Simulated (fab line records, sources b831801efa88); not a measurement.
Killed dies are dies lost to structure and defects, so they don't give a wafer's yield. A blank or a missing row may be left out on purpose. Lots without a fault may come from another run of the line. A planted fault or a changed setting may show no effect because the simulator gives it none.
Tool commonality check | flow gf180mcu | 13 lots, 39 wafers sampled

WHY IT WAS OPENED
At GF_PSD_RS_MEAS_14 the reading NSD_RS is flagged on 2 of 13 lots. Wafers without a fault read 46.18 ohm/sq, standard deviation 0.082.
Rule: a lot is flagged when every wafer of it that has a number lies more than 4 standard deviations from that mean, or none has a number. The other lots count as sound.

lot  | measured     | on            | NSD_RS (ohm/sq), wafer by wafer | flag
L132 | day 14 02:11 | film_metro-01 | 46.22 46.16 46.15               |
L133 | day 14 11:55 | film_metro-01 | 46.30 46.20 46.22               |
L134 | day 15 01:54 | film_metro-03 | 46.23 46.27 46.32               |
L138 | day 16 08:50 | film_metro-03 | 46.17 46.19 46.17               |
L139 | day 17 01:04 | film_metro-01 | 45.57 45.55 45.52               | FLAGGED
L140 | day 17 17:38 | film_metro-01 | 45.40 45.47 45.57               | FLAGGED
L145 | day 19 12:37 | film_metro-03 | 46.35 46.21 46.24               |
L146 | day 20 08:23 | film_metro-03 | 46.18 46.07 46.10               |
L148 | day 21 01:59 | film_metro-01 | 46.09 46.19 46.13               |
L150 | day 21 09:08 | film_metro-02 | 46.14 46.08 46.14               |
L153 | day 21 22:11 | film_metro-02 | 46.24 46.26 46.19               |
L152 | day 22 00:40 | film_metro-01 | 46.16 46.20 46.11               |
L154 | day 22 15:16 | film_metro-01 | 46.07 46.06 45.95               |
The numbers of the flagged lots are 45.51 ohm/sq on average: -0.67 ohm/sq against the usual, or -8 standard deviations.

WHICH TOOL RAN EACH LOT
The record holds 1 process step before the reading, out of a route of 602 steps. In each cell: the tool, then ch and the chambers that the sampled wafers went through, then the start.
lot  | flag    | GF_PSD_RTA_13
L132 |         | rtp_anneal-02 ch 0, day 14 02:05
L133 |         | rtp_anneal-01 ch 0, day 14 11:50
L134 |         | rtp_anneal-02 ch 0, day 15 01:49
L138 |         | rtp_anneal-01 ch 0, day 16 08:44
L139 | FLAGGED | rtp_anneal-02 ch 0, day 17 00:59
L140 | FLAGGED | rtp_anneal-02 ch 0, day 17 17:32
L145 |         | rtp_anneal-01 ch 0, day 19 12:31
L146 |         | rtp_anneal-02 ch 0, day 20 08:18
L148 |         | rtp_anneal-02 ch 0, day 21 01:54
L150 |         | rtp_anneal-02 ch 0, day 21 09:03
L153 |         | rtp_anneal-02 ch 0, day 21 22:05
L152 |         | rtp_anneal-02 ch 0, day 22 00:34
L154 |         | rtp_anneal-02 ch 0, day 22 15:10
What these steps do:
- GF_PSD_RTA_13: time 20 s.
- GF_PSD_RS_MEAS_14: measures by four-point-probe.

FLAGGED OVER TOTAL, TOOL BY TOOL (the gauges that took the reading come last)
step              | tool          | lots run | flagged | share of the flagged lots | sound lots run after its first flagged lot
GF_PSD_RTA_13     | rtp_anneal-01 | 3        | 0       | none                      | -
GF_PSD_RTA_13     | rtp_anneal-02 | 10       | 2       | all                       | 6 (L146,L148,L150,L153,L152,L154)
GF_PSD_RS_MEAS_14 | film_metro-01 | 7        | 2       | all                       | 3 (L148,L152,L154)
GF_PSD_RS_MEAS_14 | film_metro-02 | 2        | 0       | none                      | -
GF_PSD_RS_MEAS_14 | film_metro-03 | 4        | 0       | none                      | -

WHAT THE TABLE ALLOWS
2 rows of the table ran every flagged lot: rtp_anneal-02 at GF_PSD_RTA_13, film_metro-01 at GF_PSD_RS_MEAS_14.
- rtp_anneal-02 at GF_PSD_RTA_13: 2 of its 10 lots flagged. Sound lots ran on it after the first flagged one (L146, L148, L150, L153, L152, L154), which a lasting fault on the whole tool wouldn't allow. Its own readings lie more than 4 standard deviations out on every wafer of the flagged lots: run_length_s.
- film_metro-01 at GF_PSD_RS_MEAS_14: 2 of its 7 lots flagged. Sound lots ran on it after the first flagged one (L148, L152, L154), which a lasting fault on the whole tool wouldn't allow.
No row of the table ran every flagged lot and no sound lot after the first.

WHAT THE SIMULATOR HAD PUT IN
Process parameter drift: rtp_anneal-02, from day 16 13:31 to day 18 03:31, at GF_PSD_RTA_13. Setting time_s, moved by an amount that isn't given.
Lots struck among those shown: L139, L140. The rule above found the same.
